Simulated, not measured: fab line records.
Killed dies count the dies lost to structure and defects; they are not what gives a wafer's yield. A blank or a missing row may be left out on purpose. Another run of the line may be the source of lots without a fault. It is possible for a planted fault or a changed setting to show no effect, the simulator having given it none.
2 desks looking at one fault | flow gf180mcu | only its own numbers are on each desk; what lay behind them is given at the end

## THE METROLOGY DESK
What the gauges read, lot by lot, whatever tool the lot ran on: means of the sampled wafers that have a number. The brackets show how far a lot's mean lies from the usual mean; more than 4 standard deviations puts the lot out of limits, marked OUT.
Columns: A = M1_OVL at GF_M1_OVL_MEAS_15, usual 1 nm; B = V1_CVD_00_THK at GF_V1_THK_MEAS_01, usual 600 nm
lot  | first seen here | A  | B
L193 | day 17 16:13    | -1 | 598
L195 | day 18 06:10    | -1 | 607
L196 | day 18 12:02    | 3  | 603
L198 | day 19 05:52    | 12 | 601
L200 | day 20 06:14    | 3  | 595
L202 | day 20 17:19    | -1 | 596
L203 | day 21 03:22    | -2 | 601
L210 | day 23 10:28    | 1  | 603
L211 | day 24 01:40    | -1 | 601
L212 | day 24 04:16    | -1 | 595
L213 | day 24 14:16    | 3  | 601
L214 | day 24 19:07    | -2 | 598
L215 | day 25 03:01    | 2  | 601
This desk's verdict: no lot among the 13 shows anything out of limits.

## DESK OF THE TOOL OWNER: rie diel-02
The tool's own readings at GF_V1_ETCH_17 (etches SiO2 in C4F8/O2/Ar, stops on TiN, target depth 630 nm): means of the sampled wafers that have a number, for each lot that ran on this tool. The brackets show how far a lot's mean lies from the usual mean; more than 4 standard deviations puts the lot out of limits, marked OUT.
Columns: A = oes product au at GF_V1_ETCH_17, usual 0.856 a.u.; B = rf fwd power W at GF_V1_ETCH_17, usual 1493 W
lot  | first seen here | A     | B
L196 | day 19 14:00    | 0.853 | 1492
L198 | day 20 07:00    | 0.859 | 1497
L200 | day 21 07:00    | 0.855 | 1492
L203 | day 22 04:00    | 0.858 | 1413 (-17) OUT
L214 | day 25 17:00    | 0.857 | 1493
This desk finds L203 out of limits, L203 being first, at day 22 04:00 (rf fwd power W at GF_V1_ETCH_17). L196, L198, L200, L214 stayed within limits.

## PUT TOGETHER
On L203, at day 22 04:00, an alarm was possible from the tool owner's desk.
Nothing out of limits was seen by the metrology desk.
The metrology desk has L203 on record, within its limits.
GF_V1_ETCH_17 was run on rie diel-02 by each of the lots named.

## WHAT WAS PUT IN BY THE SIMULATOR
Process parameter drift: rie diel-02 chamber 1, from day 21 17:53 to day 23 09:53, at GF_V1_ETCH_17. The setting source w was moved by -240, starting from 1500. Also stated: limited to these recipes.
Struck lots among those shown: L203.
Each desk's first reading out of limits, in hours after the fault started: the tool owner's desk, 10.
